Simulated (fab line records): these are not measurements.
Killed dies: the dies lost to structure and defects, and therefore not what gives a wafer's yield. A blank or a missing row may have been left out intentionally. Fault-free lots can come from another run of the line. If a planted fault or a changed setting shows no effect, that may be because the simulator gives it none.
8D (eight disciplines) problem report, filled in by code :: flow sky130 :: the parts of the form that need people (team, actions taken, sign-off) are left out

1. PROBLEM STATEMENT
At SKY_NWELL_CLEAN_27, run length s averages 88 s over 6 wafers from 2 lots, while fault-free wafers read 179 s, standard deviation 3.7. That is -25 standard deviations from the usual mean.
The step: cleans in SC1/SC2, time 150 s.
First observed at day 7 17:48: wafer L455.2, on wet bench-03. At this step, 18 wafers from 6 lots have a number in the record. Rule for "out" (also "out of limits"): further than 4 standard deviations from the usual mean. All remaining wafers that have a number are taken as sound.

2. WHAT IT IS, AND WHAT IT ISN'T
question: which readings at this step
is: run length s
is not: -

question: which lots
is: L455, L459
is not: L447, L462, L463, L467

question: which wafers of those lots
is: all that have a number
is not: -

question: read on which tools
is: wet bench-03
is not: wet bench-02, wet bench-04

question: when
is: from day 7 17:48
is not: up to then (3 sound wafers); but 9 sound wafers of L462, L463, L467 came after

3. SUSPECTS, AND WHAT RULES EACH OUT
Counting: a tool at a process step up to the reading stays a suspect if it ran every lot that is out and no sound lot after the first of them.
- plasma asher-02 at SKY_NWELL_STRIP_25 (strips in O2/N2): kept. It ran every lot that is out, first L455 (day 7 17:38), and no sound lot after that.
- wet bench-03 at SKY_NWELL_CLEAN_27 (cleans in SC1/SC2, time 150 s): kept. It ran every lot that is out, first L455 (day 7 17:48), and no sound lot after that; its last sound lot up to then is L447 (day 5 13:20). Its own run length s readings are out on those wafers.
The count leaves wet bench-03 at SKY_NWELL_CLEAN_27 and plasma asher-02 at SKY_NWELL_STRIP_25.

4. THE CAUSE (what the simulator had put in)
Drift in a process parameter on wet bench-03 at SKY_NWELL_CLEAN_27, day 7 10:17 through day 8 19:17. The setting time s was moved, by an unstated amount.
After counting, 2 suspects remain, this tool included.

5. THE CHAIN OF EFFECTS, in route order
Rows list readings where the struck wafers' mean (over those with a number) sits beyond 3 standard deviations from the usual. Only readings for which the record gives a usual standard deviation are gone through. hours: the time from each lot's start at the first step in this table that gives one to its start at this step, as a median over the lots. sigmas: the change in usual standard deviations.
hours: 0
step: SKY_NWELL_CLEAN_27
reading: run length s
usual: 179 s
on struck wafers: 88
change: -91
sigmas: -25
Process steps it contains:
- SKY_NWELL_CLEAN_27: cleans in SC1/SC2, time 150 s.

6. WHAT WOULD HAVE CAUGHT IT SOONER
The fault began at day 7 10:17; the first out-of-limits reading in this record came at day 7 17:48, 8 hours later.
